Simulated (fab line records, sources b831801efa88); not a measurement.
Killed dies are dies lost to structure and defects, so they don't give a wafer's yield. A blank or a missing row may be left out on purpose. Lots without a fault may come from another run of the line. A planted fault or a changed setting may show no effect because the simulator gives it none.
One fault seen from 2 desks | flow sky130 | each desk has only its own numbers; what lay behind them comes last

THE TOOL OWNER'S DESK: iline_stepper-01
The tool's own readings at SKY_VT_ADJUST_PCH_EXPOSE_04 (exposes mask NWM, target cd 840 nm): means of the sampled wafers that have a number, for each lot that ran on this tool. A lot is out of limits, marked OUT, if its mean lies more than 4 standard deviations from the usual mean; the brackets give that distance.
Columns: A = exposure_dose_mJ_cm2 at SKY_VT_ADJUST_PCH_EXPOSE_04, usual 255.00
lot  | first seen here | A
L822 | day 11 00:16    | 255.12
L823 | day 11 00:37    | 255.10
L829 | day 12 15:00    | 255.32
L836 | day 15 00:41    | 234.87 (-84) OUT
L837 | day 15 09:00    | 235.13 (-83) OUT
L841 | day 17 14:55    | 235.20 (-82) OUT
This desk's finding: out of limits on L836, L837, L841; first on L836, day 15 00:41 (exposure_dose_mJ_cm2 at SKY_VT_ADJUST_PCH_EXPOSE_04). In limits: L822, L823, L829.

THE METROLOGY DESK
What the gauges read, lot by lot, whatever tool the lot ran on: means of the sampled wafers that have a number. A lot is out of limits, marked OUT, if its mean lies more than 4 standard deviations from the usual mean; the brackets give that distance.
Columns: A = PWDE_RS at SKY_NWELL_RS_MEAS_31, usual 5268 ohm/sq; B = GATE_OXIDE_OVL at SKY_GATE_OXIDE_OVL_MEAS_10, usual -0.6 nm
lot  | first seen here | A    | B
L822 | day 6 07:28     | 5290 | -0.3
L823 | day 6 08:21     | 5261 | 1.1
L825 | day 6 11:17     | 5252 | -0.1
L824 | day 6 11:37     | 5277 | 0.4
L826 | day 6 20:05     | 5268 | -2.7
L828 | day 7 09:28     | 5248 | 1.4
L829 | day 7 14:08     | 5238 | -2.2
L830 | day 7 15:41     | 5251 | -0.1
L836 | day 9 11:08     | 5273 | 1.2
L837 | day 9 16:05     | 5276 | -1.4
L841 | day 11 13:39    | 5265 | -0.6
L842 | day 11 23:58    | 5260 | -2.0
L843 | day 12 00:18    | 5266 | -2.1
This desk's finding: nothing out of limits on any of the 13 lots.

PUT TOGETHER
The tool owner's desk could have raised an alarm at day 15 00:41, on L836, L837, L841.
The metrology desk saw nothing out of limits.
The metrology desk has L836, L837, L841 on record, within its limits.
Of the lots named, all ran SKY_VT_ADJUST_PCH_EXPOSE_04 on iline_stepper-01.

WHAT THE SIMULATOR HAD PUT IN
Process parameter drift: iline_stepper-01, from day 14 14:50 on, at SKY_VT_ADJUST_PCH_EXPOSE_04. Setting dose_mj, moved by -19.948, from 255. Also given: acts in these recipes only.
Lots struck among those shown: L836, L837, L841.
Hours from the fault's start to each desk's first reading out of limits: the tool owner's desk, 10.
